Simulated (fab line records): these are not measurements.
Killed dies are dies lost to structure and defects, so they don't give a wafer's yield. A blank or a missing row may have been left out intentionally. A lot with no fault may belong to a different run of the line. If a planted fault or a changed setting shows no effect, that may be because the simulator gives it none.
Chamber matching / flow sky130 / rie si-02 running SKY_POLY_GATE_ETCH_17: 4 sister chambers
The step etches poly-Si in HBr/Cl2, stops on SiO2, target depth 180 nm, time 70.5 s. 8 wafers are shown with their chamber, then 12 later ones without.

== WAFERS, EACH WITH ITS CHAMBER ==
wafer=L080.5; chamber=3; drypump motor current A (A)=5.9; oes product au (a.u.)=0.991
wafer=L084.5; chamber=2; drypump motor current A (A)=6.0; oes product au (a.u.)=1.000
wafer=L084.6; chamber=3; drypump motor current A (A)=5.9; oes product au (a.u.)=0.988
wafer=L086.1; chamber=0; drypump motor current A (A)=5.2; oes product au (a.u.)=0.987
wafer=L086.5; chamber=1; drypump motor current A (A)=4.9; oes product au (a.u.)=0.999
wafer=L088.2; chamber=2; drypump motor current A (A)=6.0; oes product au (a.u.)=0.989
wafer=L088.3; chamber=0; drypump motor current A (A)=5.2; oes product au (a.u.)=0.984
wafer=L088.5; chamber=1; drypump motor current A (A)=5.0; oes product au (a.u.)=0.994

== WAFERS MISSING THEIR CHAMBER ==
wafer=L090.1; drypump motor current A (A)=5.0; oes product au (a.u.)=0.991
wafer=L090.4; drypump motor current A (A)=5.8; oes product au (a.u.)=0.992
wafer=L090.5; drypump motor current A (A)=5.2; oes product au (a.u.)=0.983
wafer=L092.3; drypump motor current A (A)=4.9; oes product au (a.u.)=0.980
wafer=L092.5; drypump motor current A (A)=5.3; oes product au (a.u.)=0.978
wafer=L092.6; drypump motor current A (A)=5.0; oes product au (a.u.)=0.976
wafer=L094.1; drypump motor current A (A)=5.8; oes product au (a.u.)=0.991
wafer=L094.4; drypump motor current A (A)=6.0; oes product au (a.u.)=0.991
wafer=L094.6; drypump motor current A (A)=5.0; oes product au (a.u.)=0.997
wafer=L096.1; drypump motor current A (A)=5.0; oes product au (a.u.)=0.999
wafer=L096.3; drypump motor current A (A)=6.0; oes product au (a.u.)=0.980
wafer=L096.5; drypump motor current A (A)=6.0; oes product au (a.u.)=0.983

== WHICH CHAMBER EACH WENT THROUGH ==
wafer=L090.1; from the rows above=1; in truth=1
wafer=L090.4; from the rows above=3; in truth=3
wafer=L090.5; from the rows above=0; in truth=0
wafer=L092.3; from the rows above=1; in truth=1
wafer=L092.5; from the rows above=0; in truth=0
wafer=L092.6; from the rows above=can't be placed: 1 or 0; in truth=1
wafer=L094.1; from the rows above=3; in truth=3
wafer=L094.4; from the rows above=2; in truth=2
wafer=L094.6; from the rows above=1; in truth=1
wafer=L096.1; from the rows above=1; in truth=1
wafer=L096.3; from the rows above=can't be placed: 2 or 3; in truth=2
wafer=L096.5; from the rows above=can't be placed: 2 or 3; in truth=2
Correct placement for 9 of the 12. Unplaceable from these rows: 3, with the true chamber sitting among the candidates in 3. 0 placed wrongly.
How it was worked out, from the rows above alone: a wafer's distance from a chamber is the root of the sum, over the readings, of the square of ((its reading less the chamber's mean) divided by the reading's scatter). The wafer belongs to the nearest chamber; if the next one is less than 2 further off, it can't be placed. The mean given for a chamber averages the wafers shown for that chamber. The scatter is the square root of a quotient: the sum, over the shown wafers, of each reading's squared deviation from its chamber's mean, divided by wafers minus chambers.
